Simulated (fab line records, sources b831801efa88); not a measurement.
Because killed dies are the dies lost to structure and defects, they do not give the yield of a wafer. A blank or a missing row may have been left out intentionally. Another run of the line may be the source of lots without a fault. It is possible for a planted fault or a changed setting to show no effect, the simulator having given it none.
Which tool was responsible? / flow sky130 / 12 lots, 36 wafers sampled, at 2 steps of a route of 708

== WHAT THE GAUGES SHOWED, per wafer ==
SKY_VIA1_BOW_MEAS_03. Usual: VIA1_BOW 82 um, standard deviation 7.6.
lot=L371; measured=day 32 15:11; on=film-metro-03; VIA1_BOW (um)=98 77 96; flag=
lot=L372; measured=day 32 19:31; on=film-metro-01; VIA1_BOW (um)=83 69 79; flag=
lot=L373; measured=day 33 09:14; on=film-metro-03; VIA1_BOW (um)=80 87 89; flag=
lot=L374; measured=day 33 16:23; on=film-metro-02; VIA1_BOW (um)=73 80 85; flag=
lot=L375; measured=day 34 10:06; on=film-metro-02; VIA1_BOW (um)=77 78 80; flag=
lot=L376; measured=day 34 23:10; on=film-metro-02; VIA1_BOW (um)=69 82 80; flag=
lot=L379; measured=day 35 11:25; on=film-metro-01; VIA1_BOW (um)=79 78 90; flag=
lot=L382; measured=day 36 06:33; on=film-metro-02; VIA1_BOW (um)=76 80 86; flag=
lot=L383; measured=day 36 14:59; on=film-metro-02; VIA1_BOW (um)=93 85 72; flag=
lot=L386; measured=day 38 00:59; on=film-metro-02; VIA1_BOW (um)=84 80 75; flag=
lot=L387; measured=day 38 05:52; on=film-metro-01; VIA1_BOW (um)=76 62 77; flag=
lot=L392; measured=day 39 07:23; on=film-metro-03; VIA1_BOW (um)=90 93 77; flag=

== WHICH TOOL RAN EACH LOT (tool, then ch and the chambers of the sampled wafers, then the start) ==
lot=L371; SKY_METAL1_SPUTTER_03=pvd-sputter-01, day 31 09:53
lot=L372; SKY_METAL1_SPUTTER_03=pvd-sputter-01, day 31 15:07
lot=L373; SKY_METAL1_SPUTTER_03=pvd-sputter-04, day 32 05:04
lot=L374; SKY_METAL1_SPUTTER_03=pvd-sputter-04, day 32 11:31
lot=L375; SKY_METAL1_SPUTTER_03=pvd-sputter-01, day 33 06:07
lot=L376; SKY_METAL1_SPUTTER_03=pvd-sputter-02, day 33 18:40
lot=L379; SKY_METAL1_SPUTTER_03=pvd-sputter-04, day 34 07:16
lot=L382; SKY_METAL1_SPUTTER_03=pvd-sputter-02, day 35 03:01
lot=L383; SKY_METAL1_SPUTTER_03=pvd-sputter-02, day 35 11:20
lot=L386; SKY_METAL1_SPUTTER_03=pvd-sputter-01, day 36 21:49
lot=L387; SKY_METAL1_SPUTTER_03=pvd-sputter-04, day 37 03:07
lot=L392; SKY_METAL1_SPUTTER_03=pvd-sputter-04, day 38 04:52
- SKY_METAL1_SPUTTER_03: material Ti, target thk 5 nm, time 3.3 s.

== WHAT THE TOOLS THEMSELVES READ (means of the sampled wafers that have a number; where no wafer has one, the mark that the record gives instead) ==
SKY_METAL1_SPUTTER_03. Usual: throttle-valve-pct reads 29.9 % (standard deviation 0.64).
lot=L371; tool=pvd-sputter-01; throttle-valve-pct (%)=29.2; flag=
lot=L372; tool=pvd-sputter-01; throttle-valve-pct (%)=29.3; flag=
lot=L373; tool=pvd-sputter-04; throttle-valve-pct (%)=30.0; flag=
lot=L374; tool=pvd-sputter-04; throttle-valve-pct (%)=29.5; flag=
lot=L375; tool=pvd-sputter-01; throttle-valve-pct (%)=28.9; flag=
lot=L376; tool=pvd-sputter-02; throttle-valve-pct (%)=30.1; flag=
lot=L379; tool=pvd-sputter-04; throttle-valve-pct (%)=30.1; flag=
lot=L382; tool=pvd-sputter-02; throttle-valve-pct (%)=30.5; flag=
lot=L383; tool=pvd-sputter-02; throttle-valve-pct (%)=30.4; flag=
lot=L386; tool=pvd-sputter-01; throttle-valve-pct (%)=28.8; flag=
lot=L387; tool=pvd-sputter-04; throttle-valve-pct (%)=30.0; flag=
lot=L392; tool=pvd-sputter-04; throttle-valve-pct (%)=30.2; flag=

== THE ANSWER, worked out from the rows above alone ==
Rule: lot off if the mean of its wafers having a number is beyond 3 standard deviations from the usual mean. Also off: a lot with no number at a reading for which 4 or more lots have one. All remaining lots with rows at the step are treated as sound. First the gauges in route order, then the tools' own readings, where a lot's mean is used as printed above. The first step at which some lot is off is used, and at that step the reading that is off furthest; a lot without a number counts as furthest.
None of the lots is off at any reading shown; this tells nothing.

== WHAT THE SIMULATOR HAD PUT IN ==
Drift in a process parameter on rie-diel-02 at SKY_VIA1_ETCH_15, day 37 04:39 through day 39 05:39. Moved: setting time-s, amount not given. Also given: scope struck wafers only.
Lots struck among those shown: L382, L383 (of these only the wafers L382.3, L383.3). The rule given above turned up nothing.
